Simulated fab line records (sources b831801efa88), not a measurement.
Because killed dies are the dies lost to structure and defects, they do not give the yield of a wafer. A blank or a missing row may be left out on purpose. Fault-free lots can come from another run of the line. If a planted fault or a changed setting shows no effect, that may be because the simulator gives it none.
Problem report in the 8D (eight disciplines) form, filled by code :: flow sky130 :: the parts of the form that need people (team, actions taken, sign-off) are left out

## 1. WHAT IS WRONG
Wafers free of any fault read 1816 (standard deviation 17) for NWELL_TW at SKY_NWELL_TW_MEAS_15, against a mean of 1537 on 6 wafers of 2 lots. Relative to the usual mean, that is a shift of -16 standard deviations.
First seen on wafer L441.2, day 7 01:57, on filmMetro-04. Wafers with a number at this step in the record: 36, from 12 lots. Rule for "out" (also "out of limits"): further than 4 standard deviations from the usual mean. The rest of the wafers with a number are treated as sound.

## 2. WHAT IT IS, WHAT IT ISN'T
question: which readings at this step
is: NWELL_TW
is not: -

question: which lots
is: L441, L442
is not: L431, L432, L434, L435, L445, L448, L450, L451, L453, L454

question: which wafers of those lots
is: all that have a number
is not: -

question: read on which gauges
is: filmMetro-04
is not: filmMetro-02, filmMetro-03

question: when
is: from day 7 01:57
is not: up to then (12 sound wafers); but 18 sound wafers of L445, L448, L450, L451, L453, L454 came after

## 3. WHAT RULES OUT EACH SUSPECT
Counting: any tool at a process step up to the reading is kept as a suspect provided that every lot that is out went through it and no sound lot did after the first of them.
- the gauge at SKY_NWELL_TW_MEAS_15: ruled out. All the wafers that are out were read on filmMetro-04, but those of them that SKY_NWELL_IMPLANT_11 has rows for are out there too, on other tools.
- plasmaAsher-02 at SKY_FIELD_ISO_STRIP_16 (strips in O2/N2): ruled out as a lasting fault. Sound lots L450, L451 ran on it after its first lot that is out, L441 (day 4 11:13).
- implanter-03 at SKY_NWELL_IMPLANT_11: kept. It ran every lot that is out, first L441 (day 7 01:25), and no sound lot after that. Out on those wafers are its own readings of doseIonsCm2, faradayCurrentUA.
The count leaves implanter-03 at SKY_NWELL_IMPLANT_11.

## 4. THE CAUSE (what the simulator had put in)
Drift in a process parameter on implanter-03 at SKY_NWELL_IMPLANT_11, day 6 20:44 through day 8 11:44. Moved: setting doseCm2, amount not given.
This tool alone remained once counting was done.

## 5. THE CHAIN OF EFFECTS, in route order
Each row: a reading whose mean over the struck wafers that have a number lies more than 3 standard deviations from the usual. Scope: only readings with a usual standard deviation given in the record; hours: median across lots of the time from each lot's start at the first step in this table that gives one to its start at this step; sigmas: change in usual standard deviations.
hours: 0
step: SKY_NWELL_IMPLANT_11
reading: doseIonsCm2
usual: 1.9001e+13
on struck wafers: 1.0894e+13
change: -8.1073e+12
sigmas: -99 or more

hours: 0
step: SKY_NWELL_IMPLANT_11
reading: faradayCurrentUA
usual: 107.2
on struck wafers: 62.0
change: -45.2
sigmas: -23

hours: 1
step: SKY_NWELL_TW_MEAS_15
reading: NWELL_TW
usual: 1816
on struck wafers: 1537
change: -279
sigmas: -16

hours: 21
step: SKY_NWELL_RS_MEAS_29
reading: NWELL_RS
usual: 625.1 ohm/sq
on struck wafers: 840.6
change: +215.5
sigmas: +99 or more
Process steps it contains:
- SKY_NWELL_IMPLANT_11
Later steps that measure or inspect, where all struck wafers having a row at the step show a number for every such reading and not one has moved that far: SKY_NWELL_TW_MEAS_26.

## 6. WHAT WOULD HAVE CAUGHT IT SOONER
5 hours passed between the start of the fault at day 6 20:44 and the first reading out of limits at a measuring or inspecting step in this record, taken at day 7 01:57.
The tool's own readings at SKY_NWELL_IMPLANT_11 were out on every struck wafer that the step has a row for (doseIonsCm2, faradayCurrentUA): an alarm limit on them would have fired on the first of those.
L442, from the lots that are out (2), started SKY_NWELL_IMPLANT_11 on implanter-03 later than day 7 01:57. Putting the tool on hold at that point would have spared it.
